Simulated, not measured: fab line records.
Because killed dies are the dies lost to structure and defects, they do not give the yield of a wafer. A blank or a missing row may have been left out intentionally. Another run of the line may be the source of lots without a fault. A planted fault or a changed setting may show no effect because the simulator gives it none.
Which tool did it? || flow sky130 || 10 lots, 30 wafers sampled, at 4 steps of a route of 708

## WHAT THE GAUGES SHOWED, per wafer
SKY_VIA2_BOW_MEAS_03.
{"lot": "L597", "measured": "day 35 12:28", "on": "film_metro-03", "VIA2_BOW (um)": "80 86 80"}
{"lot": "L598", "measured": "day 35 23:37", "on": "film_metro-04", "VIA2_BOW (um)": "78 73 88"}
{"lot": "L600", "measured": "day 36 13:52", "on": "film_metro-04", "VIA2_BOW (um)": "85 65 89"}
{"lot": "L602", "measured": "day 37 07:13", "on": "film_metro-01", "VIA2_BOW (um)": "89 80 74"}
{"lot": "L603", "measured": "day 37 21:35", "on": "film_metro-04", "VIA2_BOW (um)": "124 118 109"}
{"lot": "L605", "measured": "day 38 02:26", "on": "film_metro-01", "VIA2_BOW (um)": "108 115 103"}
{"lot": "L611", "measured": "day 40 05:52", "on": "film_metro-01", "VIA2_BOW (um)": "85 91 77"}
{"lot": "L615", "measured": "day 41 01:43", "on": "film_metro-04", "VIA2_BOW (um)": "98 97 96"}
{"lot": "L618", "measured": "day 41 19:12", "on": "film_metro-01", "VIA2_BOW (um)": "76 95 89"}
{"lot": "L619", "measured": "day 42 01:51", "on": "film_metro-04", "VIA2_BOW (um)": "94 84 87"}

## WHICH TOOL RAN EACH LOT (tool, then ch and the chambers of the sampled wafers, then the start)
{"lot": "L597", "SKY_METAL1_METAL_ETCH_19": "rie_metal-03 ch 0,1, day 33 03:43", "SKY_VIA1_STRIP_16": "plasma_asher-04 ch 0,1, day 34 07:28", "SKY_VIA2_CMP_02": "cmp-01 ch 0,2,3, day 35 12:11"}
{"lot": "L598", "SKY_METAL1_METAL_ETCH_19": "rie_metal-01 ch 0,1, day 33 14:03", "SKY_VIA1_STRIP_16": "plasma_asher-01 ch 0,1, day 34 18:00", "SKY_VIA2_CMP_02": "cmp-01 ch 0,1,3, day 35 23:25"}
{"lot": "L600", "SKY_METAL1_METAL_ETCH_19": "rie_metal-02 ch 0,1, day 34 04:09", "SKY_VIA1_STRIP_16": "plasma_asher-03 ch 0,1, day 35 08:27", "SKY_VIA2_CMP_02": "cmp-01 ch 0,1,2, day 36 13:31"}
{"lot": "L602", "SKY_METAL1_METAL_ETCH_19": "rie_metal-02 ch 0,1, day 34 21:59", "SKY_VIA1_STRIP_16": "plasma_asher-01 ch 0,1, day 36 02:27", "SKY_VIA2_CMP_02": "cmp-01 ch 0,1,2, day 37 06:53"}
{"lot": "L603", "SKY_METAL1_METAL_ETCH_19": "rie_metal-01 ch 0,1, day 35 13:35", "SKY_VIA1_STRIP_16": "plasma_asher-01 ch 0,1, day 36 16:56", "SKY_VIA2_CMP_02": "cmp-01 ch 2,3, day 37 21:14"}
{"lot": "L605", "SKY_METAL1_METAL_ETCH_19": "rie_metal-02 ch 0,1, day 35 17:59", "SKY_VIA1_STRIP_16": "plasma_asher-04 ch 0,1, day 36 21:18", "SKY_VIA2_CMP_02": "cmp-02 ch 0,3, day 38 02:07"}
{"lot": "L611", "SKY_METAL1_METAL_ETCH_19": "rie_metal-03 ch 0,1, day 37 23:03", "SKY_VIA1_STRIP_16": "plasma_asher-04 ch 0,1, day 39 02:13", "SKY_VIA2_CMP_02": "cmp-01 ch 1,2,3, day 40 05:36"}
{"lot": "L615", "SKY_METAL1_METAL_ETCH_19": "rie_metal-01 ch 0,1, day 38 20:42", "SKY_VIA1_STRIP_16": "plasma_asher-03 ch 0,1, day 39 22:49", "SKY_VIA2_CMP_02": "cmp-01 ch 0,1,2, day 41 01:25"}
{"lot": "L618", "SKY_METAL1_METAL_ETCH_19": "rie_metal-02 ch 0, day 39 14:56", "SKY_VIA1_STRIP_16": "plasma_asher-04 ch 0,1, day 40 17:13", "SKY_VIA2_CMP_02": "cmp-02 ch 0,2,3, day 41 18:59"}
{"lot": "L619", "SKY_METAL1_METAL_ETCH_19": "rie_metal-02 ch 0, day 39 21:36", "SKY_VIA1_STRIP_16": "plasma_asher-03 ch 0,1, day 40 22:48", "SKY_VIA2_CMP_02": "cmp-02 ch 1,2, day 42 01:33"}
- SKY_METAL1_METAL_ETCH_19: etches the open film in Cl2/BCl3, stops on SiO2, target depth 360 nm, time 78 s.
- SKY_VIA1_STRIP_16: strips in O2/N2.
- SKY_VIA2_CMP_02: polishes SiO2.

## THE ANSWER, worked out from the rows above alone
Rule: what is usual is taken from the lots themselves. The widest of any qualifying gaps counts: lots, ordered by their means at a reading, are off when they make up no more than a third of the lots, leave a main group of 4 or more, and stand apart from it by 3 or more times the standard deviation of that group's means. A main group is skipped when, at the precision printed for the reading in the tables above, its means are all equal. Also off: a lot with no number at a reading for which 4 or more lots have one. All remaining lots with rows at the step are treated as sound.
No lot is off at any reading shown: from this, nothing can be told.

## WHAT THE SIMULATOR HAD INSERTED
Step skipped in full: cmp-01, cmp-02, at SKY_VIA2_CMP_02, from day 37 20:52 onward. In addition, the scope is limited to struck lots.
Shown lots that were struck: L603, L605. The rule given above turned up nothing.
